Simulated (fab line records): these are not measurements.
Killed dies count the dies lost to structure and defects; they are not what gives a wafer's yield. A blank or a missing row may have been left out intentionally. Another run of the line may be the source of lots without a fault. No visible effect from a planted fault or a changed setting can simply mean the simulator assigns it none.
Which tool is to blame? + flow sky130 + at 1 step of a route of 708, 10 lots with 30 wafers sampled

WHAT THE GAUGES SHOWED, per wafer
SKY_CAP2M_RS_MEAS_03: measurement is done with a four-point probe.
| lot  | measured     | on            | CAP2M_TIN_RS (ohm/sq) |
|------|--------------|---------------|-----------------------|
| L818 | day 39 10:34 | film_metro-04 | 6.95 6.94 6.91        |
| L820 | day 40 03:07 | film_metro-04 | 6.84 6.83 6.87        |
| L823 | day 41 04:04 | film_metro-04 | 6.93 6.92 6.89        |
| L827 | day 42 09:10 | film_metro-04 | 7.02 7.00 7.00        |
| L828 | day 42 19:38 | film_metro-04 | 6.89 6.93 6.93        |
| L832 | day 43 17:40 | film_metro-01 | 6.84 6.94 6.91        |
| L833 | day 43 22:39 | film_metro-02 | 6.98 6.98 6.98        |
| L839 | day 45 12:29 | film_metro-04 | 7.01 6.99 6.95        |
| L841 | day 45 20:47 | film_metro-02 | 6.78 6.85 6.82        |
| L840 | day 46 02:41 | film_metro-02 | 6.89 6.90 6.87        |

WHAT TOOL EACH LOT RAN ON (gives the tool, then ch and the chambers of the sampled wafers, and finally the start)
Before these readings, the record contains no process step.

THE ANSWER, worked out from the rows above alone
Rule: the usual values come from the lots themselves. Put in order of their means at a reading, lots are off if they are a third of the lots or fewer, leave a main group of 4 or more, and stand apart from it by a gap of 3 or more times the standard deviation of the main group's means; of several such gaps the widest counts. Not used: any main group whose means are identical at the precision the tables above print for the reading. Also off: a lot with no number at a reading for which 4 or more lots have one. All remaining lots with rows at the step are treated as sound.
No lot is off at any reading shown: from this, nothing can be told.

WHAT WAS PUT IN BY THE SIMULATOR
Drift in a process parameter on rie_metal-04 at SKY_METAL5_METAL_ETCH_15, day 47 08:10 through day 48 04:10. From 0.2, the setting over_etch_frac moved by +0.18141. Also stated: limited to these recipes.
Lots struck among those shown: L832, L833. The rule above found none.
